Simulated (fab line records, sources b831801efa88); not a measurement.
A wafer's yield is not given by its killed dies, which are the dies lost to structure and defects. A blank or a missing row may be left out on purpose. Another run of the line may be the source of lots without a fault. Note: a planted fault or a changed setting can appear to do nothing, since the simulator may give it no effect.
fab line records / flow sky130
record: lots: 6 wafers: 18 last-day: 50
route steps=708 shown LDD_N@240 PAD_OPEN@708
lots that met no fault: from a run of the same line without faults
start-h: hours from the record's opening day to when the first of the lot's shown wafers began / wait-h: time in hours since the lot's previous step / " repeats the value in the row above / L1.1+2: a row that stands for several wafers / - no value, or no start was given / * or withheld: withheld / < > ~ a bound
route shown NAME@n: names a module that has steps shown in the file, with the first one's number in the route / usual: mean and standard deviation over wafers with no fault / same: alike in all rows / chamber/n: place in a boat / sites: readings site by site / _std_site: how widely they spread, as a standard deviation / _edge_site: outer sites' mean less inner sites' / radius-mm: how far each site lies from the wafer's centre / mask NAME#n: copy n / behind: the most recent tool/chamber to have shaped the wafer / hold: the reason the lot was held/the length of the hold in hours/how it ended / device: the transistor (n, p or np) that didn't switch / end of line: the tests these same wafers got at the end of their route / where a step has no rows: the recipe by itself / killed: not the wafer's yield, but the dies lost to structure and defects at the first sort / map: a wafer's dies, marking killed ones x, the rest . and places with no die _
set.NAME: the setting the step ran with; set.NAME@STEP: the setting that earlier step ran with / model.NAME: the simulator's own value behind a step, which no gauge read
certain route steps with their lots: each step a table, each wafer a row
services: the hour from which a tool's chamber was out of use, counted from the record's first day as start-h (under 0 if before that day), plus the number of hours and why
== steps ==
step: SKY_LDD_N_SOFTBAKE_03
recipe: temp-c: 90 time-s: 60 resist: NOVOLAK
step: SKY_LDD_N_EXPOSE_04
recipe: mask-id: NTM target-cd-nm: 840 na: 0.6 source-shape: conventional sigma-outer: 0.6 dose-mj: 110
step: SKY_LDD_N_PEB_05
recipe: temp-c: withheld time-s: * resist: NOVOLAK
step: SKY_LDD_N_DEVELOP_06
recipe: develop-time-s: 60 dev-temp-c: 23
step: SKY_LDD_N_OVL_MEAS_07
usual: LDD_N_OVL: 0.4/1.2
lot.wafer=L450.1 tool=overlay-02 chamber=- start-h=417.23 wait-h=0.1 LDD_N_OVL[nm]=0.0
lot.wafer=L450.2 tool=overlay-02 chamber=- start-h=417.23 wait-h=0.1 LDD_N_OVL[nm]=1.7
lot.wafer=L450.6 tool=overlay-02 chamber=- start-h=417.23 wait-h=0.1 LDD_N_OVL[nm]=-0.2
lot.wafer=L458.1 tool=overlay-02 chamber=- start-h=491.24 wait-h=0.1 LDD_N_OVL[nm]=-1.6
lot.wafer=L458.4 tool=overlay-02 chamber=- start-h=491.24 wait-h=0.1 LDD_N_OVL[nm]=-1.0
lot.wafer=L458.6 tool=overlay-02 chamber=- start-h=491.24 wait-h=0.1 LDD_N_OVL[nm]=-0.2
lot.wafer=L459.1 tool=overlay-02 chamber=- start-h=499.84 wait-h=0.1 LDD_N_OVL[nm]=0.5
lot.wafer=L459.4 tool=overlay-02 chamber=- start-h=499.84 wait-h=0.1 LDD_N_OVL[nm]=-0.8
lot.wafer=L459.6 tool=overlay-02 chamber=- start-h=499.84 wait-h=0.1 LDD_N_OVL[nm]=-1.3
lot.wafer=L468.1 tool=overlay-01 chamber=- start-h=581.50 wait-h=0.1 LDD_N_OVL[nm]=-0.3
lot.wafer=L468.2 tool=overlay-01 chamber=- start-h=581.50 wait-h=0.1 LDD_N_OVL[nm]=-1.6
lot.wafer=L468.5 tool=overlay-01 chamber=- start-h=581.50 wait-h=0.1 LDD_N_OVL[nm]=-0.6
lot.wafer=L470.1 tool=overlay-02 chamber=- start-h=596.43 wait-h=0.1 LDD_N_OVL[nm]=-0.8
lot.wafer=L470.3 tool=overlay-02 chamber=- start-h=596.43 wait-h=0.1 LDD_N_OVL[nm]=-0.5
lot.wafer=L470.6 tool=overlay-02 chamber=- start-h=596.43 wait-h=0.1 LDD_N_OVL[nm]=1.3
lot.wafer=L471.1 tool=overlay-02 chamber=- start-h=608.39 wait-h=0.1 LDD_N_OVL[nm]=-0.5
lot.wafer=L471.2 tool=overlay-02 chamber=- start-h=608.39 wait-h=0.1 LDD_N_OVL[nm]=-1.4
lot.wafer=L471.4 tool=overlay-02 chamber=- start-h=608.39 wait-h=0.1 LDD_N_OVL[nm]=0.8
step: SKY_LDD_N_IMPLANT_08
recipe: species: As energy-kev: 20 dose-cm2: 7.5e+13 tilt-deg: withheld rotation-deg: 23
step: SKY_LDD_N_IMPLANT_09
recipe: species: As energy-kev: 20 dose-cm2: 7.5e+13 tilt-deg: withheld rotation-deg: 113
step: SKY_LDD_N_IMPLANT_10
recipe: species: As energy-kev: 20 dose-cm2: 7.5e+13 tilt-deg: withheld rotation-deg: 203
step: SKY_LDD_N_IMPLANT_11
recipe: species: As energy-kev: 20 dose-cm2: 7.5e+13 tilt-deg: withheld rotation-deg: 293
step: SKY_LDD_N_IMPLANT_12
recipe: species: BF2 energy-kev: 50 dose-cm2: 5e+12 tilt-deg: 30 rotation-deg: 0
step: SKY_LDD_N_IMPLANT_13
recipe: species: BF2 energy-kev: 50 dose-cm2: 5e+12 tilt-deg: 30 rotation-deg: 90
step: SKY_LDD_N_IMPLANT_14
recipe: species: BF2 energy-kev: 50 dose-cm2: 5e+12 tilt-deg: 30 rotation-deg: 180
step: SKY_LDD_N_IMPLANT_15
recipe: species: BF2 energy-kev: 50 dose-cm2: 5e+12 tilt-deg: 30 rotation-deg: 270
usual: beam-on-s: 9.98/0.21 tilt-deg: 30.000/0.025
lot.wafer=L450.1 tool=implanter-01 chamber=0 start-h=418.32 wait-h=0.1 beam-on-s=10.11 tilt-deg=30.033
lot.wafer=L450.2 tool=implanter-01 chamber=0 start-h=418.32 wait-h=0.1 beam-on-s=10.16 tilt-deg=30.034
lot.wafer=L450.6 tool=implanter-01 chamber=0 start-h=418.32 wait-h=0.1 beam-on-s=9.52 tilt-deg=30.027
lot.wafer=L458.1 tool=implanter-03 chamber=0 start-h=492.33 wait-h=0.1 beam-on-s=9.99 tilt-deg=0.011
lot.wafer=L458.4 tool=implanter-03 chamber=0 start-h=492.33 wait-h=0.1 beam-on-s=9.63 tilt-deg=-0.005
lot.wafer=L458.6 tool=implanter-03 chamber=0 start-h=492.33 wait-h=0.1 beam-on-s=9.90 tilt-deg=0.001
lot.wafer=L459.1 tool=implanter-03 chamber=0 start-h=500.93 wait-h=0.1 beam-on-s=10.49 tilt-deg=0.009
lot.wafer=L459.4 tool=implanter-03 chamber=0 start-h=500.93 wait-h=0.1 beam-on-s=10.11 tilt-deg=0.014
lot.wafer=L459.6 tool=implanter-03 chamber=0 start-h=500.93 wait-h=0.1 beam-on-s=10.05 tilt-deg=0.000
lot.wafer=L468.1 tool=implanter-01 chamber=0 start-h=582.59 wait-h=0.1 beam-on-s=9.94 tilt-deg=29.989
lot.wafer=L468.2 tool=implanter-01 chamber=0 start-h=582.59 wait-h=0.1 beam-on-s=9.94 tilt-deg=30.031
lot.wafer=L468.5 tool=implanter-01 chamber=0 start-h=582.59 wait-h=0.1 beam-on-s=10.06 tilt-deg=29.999
lot.wafer=L470.1 tool=implanter-03 chamber=0 start-h=597.52 wait-h=0.1 beam-on-s=10.08 tilt-deg=30.045
lot.wafer=L470.3 tool=implanter-03 chamber=0 start-h=597.52 wait-h=0.1 beam-on-s=10.21 tilt-deg=30.019
lot.wafer=L470.6 tool=implanter-03 chamber=0 start-h=597.52 wait-h=0.1 beam-on-s=9.86 tilt-deg=30.036
lot.wafer=L471.1 tool=implanter-03 chamber=0 start-h=609.48 wait-h=0.1 beam-on-s=9.85 tilt-deg=30.028
lot.wafer=L471.2 tool=implanter-03 chamber=0 start-h=609.48 wait-h=0.1 beam-on-s=9.78 tilt-deg=30.018
lot.wafer=L471.4 tool=implanter-03 chamber=0 start-h=609.48 wait-h=0.1 beam-on-s=9.87 tilt-deg=30.029
step: SKY_LDD_N_STRIP_16
recipe: chemistry: O2/N2 power-w: 1400 pressure-mtorr: 1500 platen-temp-c: withheld o2-flow-sccm: 3000 n2-flow-sccm: 300 overash-fraction: 0.5
usual: drypump-motor-current-A: 5.55/0.24 oes-product-au: 0.407/0.0048 strip-time-to-endpoint-s: 4.316/0.014
lot.wafer=L450.1 tool=plasma-asher-03 chamber=0 start-h=418.47 wait-h=0.1 drypump-motor-current-A=5.42 oes-product-au=0.407 rf-hours-counter-h=63 strip-time-to-endpoint-s=4.333
lot.wafer=L450.2 tool=plasma-asher-03 chamber=1 start-h=418.47 wait-h=0.1 drypump-motor-current-A=5.94 oes-product-au=0.404 rf-hours-counter-h=63 strip-time-to-endpoint-s=4.346
lot.wafer=L450.6 tool=plasma-asher-03 chamber=0 start-h=418.47 wait-h=0.1 drypump-motor-current-A=5.42 oes-product-au=0.411 rf-hours-counter-h=- strip-time-to-endpoint-s=4.319
lot.wafer=L458.1 tool=plasma-asher-03 chamber=0 start-h=492.48 wait-h=0.1 drypump-motor-current-A=5.41 oes-product-au=0.409 rf-hours-counter-h=71 strip-time-to-endpoint-s=4.301
lot.wafer=L458.4 tool=plasma-asher-03 chamber=1 start-h=492.48 wait-h=0.1 drypump-motor-current-A=5.96 oes-product-au=0.406 rf-hours-counter-h=- strip-time-to-endpoint-s=4.306
lot.wafer=L458.6 tool=plasma-asher-03 chamber=1 start-h=492.48 wait-h=0.1 drypump-motor-current-A=5.96 oes-product-au=0.413 rf-hours-counter-h=- strip-time-to-endpoint-s=4.296
lot.wafer=L459.1 tool=plasma-asher-04 chamber=1 start-h=501.08 wait-h=0.1 drypump-motor-current-A=5.42 oes-product-au=0.408 rf-hours-counter-h=79 strip-time-to-endpoint-s=4.328
lot.wafer=L459.4 tool=plasma-asher-04 chamber=1 start-h=501.08 wait-h=0.1 drypump-motor-current-A=5.40 oes-product-au=0.410 rf-hours-counter-h=- strip-time-to-endpoint-s=4.326
lot.wafer=L459.6 tool=plasma-asher-04 chamber=1 start-h=501.08 wait-h=0.1 drypump-motor-current-A=5.41 oes-product-au=0.399 rf-hours-counter-h=- strip-time-to-endpoint-s=4.335
lot.wafer=L468.1 tool=plasma-asher-01 chamber=0 start-h=582.74 wait-h=0.1 drypump-motor-current-A=5.47 oes-product-au=0.405 rf-hours-counter-h=16 strip-time-to-endpoint-s=4.321
lot.wafer=L468.2 tool=plasma-asher-01 chamber=1 start-h=582.74 wait-h=0.1 drypump-motor-current-A=5.24 oes-product-au=0.403 rf-hours-counter-h=16 strip-time-to-endpoint-s=4.321
lot.wafer=L468.5 tool=plasma-asher-01 chamber=1 start-h=582.74 wait-h=0.1 drypump-motor-current-A=5.22 oes-product-au=0.415 rf-hours-counter-h=- strip-time-to-endpoint-s=4.306
lot.wafer=L470.1 tool=plasma-asher-04 chamber=1 start-h=597.67 wait-h=0.1 drypump-motor-current-A=5.43 oes-product-au=0.411 rf-hours-counter-h=88 strip-time-to-endpoint-s=4.329
lot.wafer=L470.3 tool=plasma-asher-04 chamber=1 start-h=597.67 wait-h=0.1 drypump-motor-current-A=5.39 oes-product-au=0.404 rf-hours-counter-h=- strip-time-to-endpoint-s=4.333
lot.wafer=L470.6 tool=plasma-asher-04 chamber=1 start-h=597.67 wait-h=0.1 drypump-motor-current-A=5.39 oes-product-au=0.405 rf-hours-counter-h=- strip-time-to-endpoint-s=4.341
lot.wafer=L471.1 tool=plasma-asher-04 chamber=0 start-h=609.63 wait-h=0.1 drypump-motor-current-A=5.70 oes-product-au=0.408 rf-hours-counter-h=89 strip-time-to-endpoint-s=4.327
lot.wafer=L471.2 tool=plasma-asher-04 chamber=1 start-h=609.63 wait-h=0.1 drypump-motor-current-A=5.35 oes-product-au=0.409 rf-hours-counter-h=89 strip-time-to-endpoint-s=4.320
lot.wafer=L471.4 tool=plasma-asher-04 chamber=0 start-h=609.63 wait-h=0.1 drypump-motor-current-A=5.70 oes-product-au=0.402 rf-hours-counter-h=- strip-time-to-endpoint-s=4.313
step: SKY_PAD_OPEN_PROBE_99
usual: killed_at_M0_to_M3: 44/6.9 killed_at_M4_up: 3.2/1.8 killed-at-contacts: 23/5.2 killed-at-front-end: 15/4.5 killed-dies: 85/8.8 killed-open: 47/6.7 killed-short: 39/6.4
same: gross-dies: 492 killed-at-back-side: 0 killed-at-other: 0
lot.wafer=L450.1 tool=prober-02 chamber=- start-h=1083.91 wait-h=0.1 killed_at_M0_to_M3=45 killed_at_M4_up=5 killed-at-contacts=18 killed-at-front-end=10 killed-dies=78 killed-open=40 killed-short=38 model.etest.nfet_01v8_turned.vt-sat-v=0.647
lot.wafer=L450.2 tool=prober-02 chamber=- start-h=1083.96 wait-h=0.1 killed_at_M0_to_M3=54 killed_at_M4_up=3 killed-at-contacts=14 killed-at-front-end=13 killed-dies=84 killed-open=50 killed-short=34 model.etest.nfet_01v8_turned.vt-sat-v=0.6421
lot.wafer=L450.6 tool=prober-02 chamber=- start-h=1084.16 wait-h=0.2 killed_at_M0_to_M3=40 killed_at_M4_up=6 killed-at-contacts=30 killed-at-front-end=21 killed-dies=97 killed-open=55 killed-short=42 model.etest.nfet_01v8_turned.vt-sat-v=0.6462
lot.wafer=L458.1 tool=prober-02 chamber=- start-h=1133.75 wait-h=0.1 killed_at_M0_to_M3=43 killed_at_M4_up=1 killed-at-contacts=11 killed-at-front-end=21 killed-dies=76 killed-open=46 killed-short=30 model.etest.nfet_01v8_turned.vt-sat-v=0.6225
lot.wafer=L458.4 tool=prober-02 chamber=- start-h=1133.90 wait-h=0.2 killed_at_M0_to_M3=52 killed_at_M4_up=1 killed-at-contacts=27 killed-at-front-end=18 killed-dies=98 killed-open=59 killed-short=39 model.etest.nfet_01v8_turned.vt-sat-v=0.614
lot.wafer=L458.6 tool=prober-02 chamber=- start-h=1134.00 wait-h=0.2 killed_at_M0_to_M3=49 killed_at_M4_up=0 killed-at-contacts=30 killed-at-front-end=14 killed-dies=93 killed-open=53 killed-short=40 model.etest.nfet_01v8_turned.vt-sat-v=0.6238
lot.wafer=L459.1 tool=prober-01 chamber=- start-h=1140.53 wait-h=0.1 killed_at_M0_to_M3=45 killed_at_M4_up=3 killed-at-contacts=19 killed-at-front-end=18 killed-dies=85 killed-open=52 killed-short=33 model.etest.nfet_01v8_turned.vt-sat-v=0.6308
lot.wafer=L459.4 tool=prober-01 chamber=- start-h=1140.68 wait-h=0.2 killed_at_M0_to_M3=48 killed_at_M4_up=2 killed-at-contacts=25 killed-at-front-end=8 killed-dies=83 killed-open=30 killed-short=53 model.etest.nfet_01v8_turned.vt-sat-v=0.631
lot.wafer=L459.6 tool=prober-01 chamber=- start-h=1140.78 wait-h=0.2 killed_at_M0_to_M3=37 killed_at_M4_up=1 killed-at-contacts=19 killed-at-front-end=18 killed-dies=75 killed-open=33 killed-short=42 model.etest.nfet_01v8_turned.vt-sat-v=0.6202
lot.wafer=L468.1 tool=prober-01 chamber=- start-h=1185.83 wait-h=0.1 killed_at_M0_to_M3=28 killed_at_M4_up=1 killed-at-contacts=23 killed-at-front-end=32 killed-dies=84 killed-open=47 killed-short=37 model.etest.nfet_01v8_turned.vt-sat-v=0.6418
lot.wafer=L468.2 tool=prober-01 chamber=- start-h=1185.88 wait-h=0.1 killed_at_M0_to_M3=37 killed_at_M4_up=3 killed-at-contacts=19 killed-at-front-end=20 killed-dies=79 killed-open=43 killed-short=36 model.etest.nfet_01v8_turned.vt-sat-v=0.6425
lot.wafer=L468.5 tool=prober-01 chamber=- start-h=1186.03 wait-h=0.2 killed_at_M0_to_M3=32 killed_at_M4_up=5 killed-at-contacts=26 killed-at-front-end=15 killed-dies=78 killed-open=37 killed-short=41 model.etest.nfet_01v8_turned.vt-sat-v=0.6442
lot.wafer=L470.1 tool=prober-02 chamber=- start-h=1197.41 wait-h=0.1 killed_at_M0_to_M3=42 killed_at_M4_up=3 killed-at-contacts=21 killed-at-front-end=15 killed-dies=81 killed-open=35 killed-short=46 model.etest.nfet_01v8_turned.vt-sat-v=0.6461
lot.wafer=L470.3 tool=prober-02 chamber=- start-h=1197.51 wait-h=0.2 killed_at_M0_to_M3=41 killed_at_M4_up=3 killed-at-contacts=20 killed-at-front-end=23 killed-dies=87 killed-open=51 killed-short=36 model.etest.nfet_01v8_turned.vt-sat-v=0.6491
lot.wafer=L470.6 tool=prober-02 chamber=- start-h=1197.66 wait-h=0.2 killed_at_M0_to_M3=47 killed_at_M4_up=5 killed-at-contacts=20 killed-at-front-end=10 killed-dies=82 killed-open=42 killed-short=40 model.etest.nfet_01v8_turned.vt-sat-v=0.6499
lot.wafer=L471.1 tool=prober-02 chamber=- start-h=1200.88 wait-h=0.4 killed_at_M0_to_M3=47 killed_at_M4_up=5 killed-at-contacts=17 killed-at-front-end=13 killed-dies=82 killed-open=39 killed-short=43 model.etest.nfet_01v8_turned.vt-sat-v=0.6462
lot.wafer=L471.2 tool=prober-02 chamber=- start-h=1200.93 wait-h=0.4 killed_at_M0_to_M3=60 killed_at_M4_up=0 killed-at-contacts=26 killed-at-front-end=15 killed-dies=101 killed-open=54 killed-short=47 model.etest.nfet_01v8_turned.vt-sat-v=0.6454
lot.wafer=L471.4 tool=prober-02 chamber=- start-h=1201.03 wait-h=0.5 killed_at_M0_to_M3=56 killed_at_M4_up=5 killed-at-contacts=20 killed-at-front-end=16 killed-dies=97 killed-open=52 killed-short=45 model.etest.nfet_01v8_turned.vt-sat-v=0.6596
killed by level:class
L450.1 VIA2:geometric-particle:open=9 VIA1:geometric-particle:open=9 CONTACT:geometric-particle:short=8 CONTACT:geometric-particle:open=8 VIA1:geometric-particle:short=6 METAL2:geometric-particle:short=5 METAL1:geometric-particle:short=5 POLY_GATE:geometric-particle:short=4
L450.2 VIA1:geometric-particle:open=14 VIA2:geometric-particle:open=9 VIA3:geometric-particle:open=9 CONTACT:geometric-particle:open=6 METAL2:geometric-particle:short=5 METAL1:geometric-particle:short=5 VIA1:geometric-particle:short=4 FIELD_ISO:geometric-particle:short=3
L450.6 VIA1:geometric-particle:open=13 CONTACT:geometric-particle:open=9 FIELD_ISO:geometric-particle:open=8 CONTACT:geometric-particle:short=7 VIA3:geometric-particle:open=7 LI_CONTACT:geometric-particle:open=6 FIELD_ISO:geometric-particle:short=5 VIA1:geometric-particle:short=5
L458.1 FIELD_ISO:geometric-particle:open=8 VIA1:geometric-particle:open=8 VIA3:geometric-particle:open=8 FIELD_ISO:geometric-particle:short=7 CONTACT:geometric-particle:open=6 VIA1:geometric-particle:short=6 METAL3:geometric-particle:short=5 VIA2:geometric-particle:open=5
L458.4 CONTACT:geometric-particle:open=16 VIA1:geometric-particle:open=12 VIA3:geometric-particle:open=11 POLY_GATE:geometric-particle:open=8 VIA1:geometric-particle:short=6 VIA3:geometric-particle:short=6 VIA2:geometric-particle:short=5 FIELD_ISO:geometric-particle:short=4
L458.6 VIA1:geometric-particle:open=17 CONTACT:geometric-particle:open=14 LI_CONTACT:geometric-particle:open=5 LOCAL_INTERCONNECT:geometric-particle:short=5 VIA1:geometric-particle:short=5 METAL1:geometric-particle:short=5 VIA3:geometric-particle:open=5 POLY_GATE:geometric-particle:short=4
L459.1 VIA1:geometric-particle:open=10 VIA2:geometric-particle:open=10 CONTACT:geometric-particle:open=9 VIA3:geometric-particle:open=6 POLY_GATE:geometric-particle:short=5 LI_CONTACT:geometric-particle:open=5 VIA2:geometric-particle:short=5 FIELD_ISO:geometric-particle:open=4
L459.4 VIA1:geometric-particle:open=10 CONTACT:geometric-particle:open=9 VIA1:geometric-particle:short=8 METAL2:geometric-particle:short=7 LOCAL_INTERCONNECT:geometric-particle:short=6 VIA3:geometric-particle:short=6 METAL1:geometric-particle:short=5 FIELD_ISO:geometric-particle:short=4
L459.6 METAL2:geometric-particle:short=7 POLY_GATE:geometric-particle:short=6 VIA1:geometric-particle:open=6 CONTACT:geometric-particle:open=5 VIA3:geometric-particle:open=4 POLY_GATE:geometric-particle:open=4 LOCAL_INTERCONNECT:geometric-particle:short=4 VIA1:geometric-particle:short=4
L468.1 FIELD_ISO:geometric-particle:open=9 FIELD_ISO:geometric-particle:short=7 POLY_GATE:geometric-particle:open=7 LI_CONTACT:geometric-particle:open=7 CONTACT:geometric-particle:open=6 METAL1:geometric-particle:short=5 VIA1:geometric-particle:open=5 POLY_GATE:geometric-particle:short=4
L468.2 CONTACT:geometric-particle:open=9 VIA2:geometric-particle:open=9 POLY_GATE:geometric-particle:open=8 VIA1:geometric-particle:open=6 POLY_GATE:geometric-particle:short=5 VIA3:geometric-particle:open=4 CONTACT:geometric-particle:short=4 METAL1:geometric-particle:short=4
L468.5 CONTACT:geometric-particle:open=9 FIELD_ISO:geometric-particle:short=8 LI_CONTACT:geometric-particle:open=8 VIA1:geometric-particle:open=8 METAL2:geometric-particle:short=5 VIA3:geometric-particle:short=4 VIA2:geometric-particle:short=4 FIELD_ISO:geometric-particle:open=3
L470.1 VIA1:geometric-particle:open=14 LOCAL_INTERCONNECT:geometric-particle:short=6 CONTACT:geometric-particle:short=6 VIA2:geometric-particle:open=6 FIELD_ISO:geometric-particle:short=5 POLY_GATE:geometric-particle:short=5 METAL2:geometric-particle:short=5 LI_CONTACT:geometric-particle:open=4
L470.3 VIA1:geometric-particle:open=10 CONTACT:geometric-particle:short=7 VIA3:geometric-particle:open=7 CONTACT:geometric-particle:open=6 LI_CONTACT:geometric-particle:open=5 METAL1:geometric-particle:short=5 METAL2:geometric-particle:short=5 FIELD_ISO:geometric-particle:open=4
L470.6 VIA3:geometric-particle:open=10 VIA1:geometric-particle:open=9 CONTACT:geometric-particle:short=8 VIA2:geometric-particle:open=6 LI_CONTACT:geometric-particle:open=5 METAL1:geometric-particle:short=5 POLY_GATE:geometric-particle:short=4 METAL2:geometric-particle:short=4
L471.1 METAL2:geometric-particle:short=8 VIA3:geometric-particle:open=8 VIA2:geometric-particle:open=7 CONTACT:geometric-particle:open=6 VIA1:geometric-particle:short=6 VIA1:geometric-particle:open=6 METAL1:geometric-particle:short=5 FIELD_ISO:geometric-particle:open=4
L471.2 VIA1:geometric-particle:open=17 VIA2:geometric-particle:open=10 LI_CONTACT:geometric-particle:open=9 METAL1:geometric-particle:short=7 POLY_GATE:geometric-particle:short=6 CONTACT:geometric-particle:open=6 VIA1:geometric-particle:short=5 VIA3:geometric-particle:short=5
L471.4 VIA1:geometric-particle:open=12 VIA3:geometric-particle:open=10 METAL2:geometric-particle:short=8 METAL1:geometric-particle:short=8 LI_CONTACT:geometric-particle:open=7 CONTACT:geometric-particle:open=6 CONTACT:geometric-particle:short=5 POLY_GATE:geometric-particle:short=5
== services ==
tool=implanter-01 chamber=- start-h=397.68 hours=5.1 kind=pm
tool=plasma-asher-01 chamber=- start-h=421.25 hours=9.0 kind=pm
tool=plasma-asher-01 chamber=0 start-h=421.25 hours=10.6 kind=vent-cycle
tool=plasma-asher-01 chamber=1 start-h=421.25 hours=10.6 kind=vent-cycle
tool=plasma-asher-01 chamber=- start-h=429.01 hours=2.8 kind=repair
tool=plasma-asher-01 chamber=0 start-h=430.25 hours=- kind=clean
tool=plasma-asher-01 chamber=1 start-h=430.25 hours=- kind=clean
tool=implanter-01 chamber=- start-h=455.50 hours=3.4 kind=repair
tool=implanter-03 chamber=- start-h=477.52 hours=0.8 kind=repair
tool=implanter-01 chamber=- start-h=540.55 hours=13.9 kind=pm
tool=implanter-01 chamber=- start-h=559.30 hours=5.8 kind=repair
tool=implanter-03 chamber=- start-h=599.71 hours=3.5 kind=repair
tool=implanter-03 chamber=- start-h=603.23 hours=4.6 kind=pm
== key ==
first-sign: step: SKY_LDD_N_IMPLANT_15 reading: tilt-deg direction: down sigmas: 99+ usual: * struck: *
effect none on later readings
model-effect: step: SKY_PAD_OPEN_PROBE_99 value: etest.nfet_01v8_turned.vt-sat-v without: 0.6624 struck: 0.6237
met-at SKY_LDD_N_IMPLANT_15
struck-wafers L458.1,L458.4,L458.6,L459.1,L459.4,L459.6
tester-left-out L458,L459
fault: kind: process-parameter-drift tool: implanter-03 chamber: - onset-h: 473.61 steps: SKY_LDD_N_IMPLANT_15 channel: tilt-deg offset: * shape: step end-h: 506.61 acts-in: * stated: *
tester-left-out: of these lots the tester's yield and bins aren't shown, on N5 and GAA mostly nor the transistor test; their killed dies are dies lost to structure and defects alone, not to doping, threshold or leakage, so they don't give the yield
